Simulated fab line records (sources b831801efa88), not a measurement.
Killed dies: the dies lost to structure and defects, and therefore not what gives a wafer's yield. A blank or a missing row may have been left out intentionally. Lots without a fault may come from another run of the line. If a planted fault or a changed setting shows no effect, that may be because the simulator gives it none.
8D (eight disciplines) problem report, filled in by code ; flow sky130 ; the parts of the form that need people (team, actions taken, sign-off) are left out

1. WHAT IS WRONG
Wafers without a fault read 0.854 a.u., standard deviation 0.0047; oes_product_au at SKY_VIA2_ETCH_14 reads a mean of 0.927 a.u. on 3 wafers belonging to 2 lots. Relative to the usual mean, that is a shift of +16 standard deviations.
The step: etches BARC in N2/H2, stops on SiO2, time 45.9 s, target depth 60 nm.
Earliest sighting: wafer L290.2 on rie_diel-04 at day 40 08:10. Wafers with a number at this step in the record: 42, from 14 lots. By rule, "out" or "out of limits" means more than 4 standard deviations away from the usual mean. The other wafers with a number count as sound.

2. WHAT IT IS AND WHAT IT IS NOT
question;is;is not
which readings at this step;oes_product_au, run_length_s;drypump_motor_current_A
which lots;L290, L291;L279, L280, L281, L282, L292, L293, L294, L296, L298, L299, L300, L301
which wafers of those lots;L290.2, L290.6, L291.2;L290.1, L291.4, L291.5
read on which tools;rie_diel-04;rie_diel-02, rie_diel-03
when;from day 40 08:10;"up to then (13 sound wafers); but 26 sound wafers of L291, L292, L293, L294, L296, L298, L299, L300, L301 came after"

3. THE SUSPECTS, EACH WITH WHAT RULES IT OUT
Counting: a tool at a process step up to the reading stays a suspect if it ran every lot that is out. Sound lots after the first of them don't rule it out here, since some wafers of a struck lot are sound.
- rie_diel-04 at SKY_VIA2_ETCH_14 (etches BARC in N2/H2, stops on SiO2, time 45.9 s, target depth 60 nm): kept. Every lot that is out went through it, the first being L290 (day 40 08:10); the last sound lot it ran before that was L280 (day 36 20:50). Out on those wafers are its own readings of oes_product_au, run_length_s.
The count leaves rie_diel-04 at SKY_VIA2_ETCH_14.

4. THE CAUSE (what the simulator had put in)
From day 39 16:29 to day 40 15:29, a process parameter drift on rie_diel-04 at SKY_VIA2_ETCH_14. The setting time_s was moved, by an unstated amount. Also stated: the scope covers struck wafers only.
This tool alone remained once counting was done.

5. THE EFFECT CHAIN, in route order
Each row: a reading whose mean over the struck wafers that have a number lies more than 3 standard deviations from the usual. Only readings whose record carries a usual standard deviation are examined. hours: median over the lots of the time between each lot's start at the first step of this table that gives one and its start at this step. sigmas: the change, counted in usual standard deviations.
hours;step;reading;usual;on struck wafers;change;sigmas
0;SKY_VIA2_ETCH_14;oes_product_au;0.854 a.u.;0.927;+0.073;+16
0;SKY_VIA2_ETCH_14;run_length_s;74.2 s;70.3;-3.9;-8.7
It contains these process steps:
- SKY_VIA2_ETCH_14: etches BARC in N2/H2, stops on SiO2, time 45.9 s, target depth 60 nm.

6. WHAT WOULD HAVE CAUGHT IT SOONER
In this record the first reading out of limits was taken at day 40 08:10, 16 hours after the fault began at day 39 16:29.
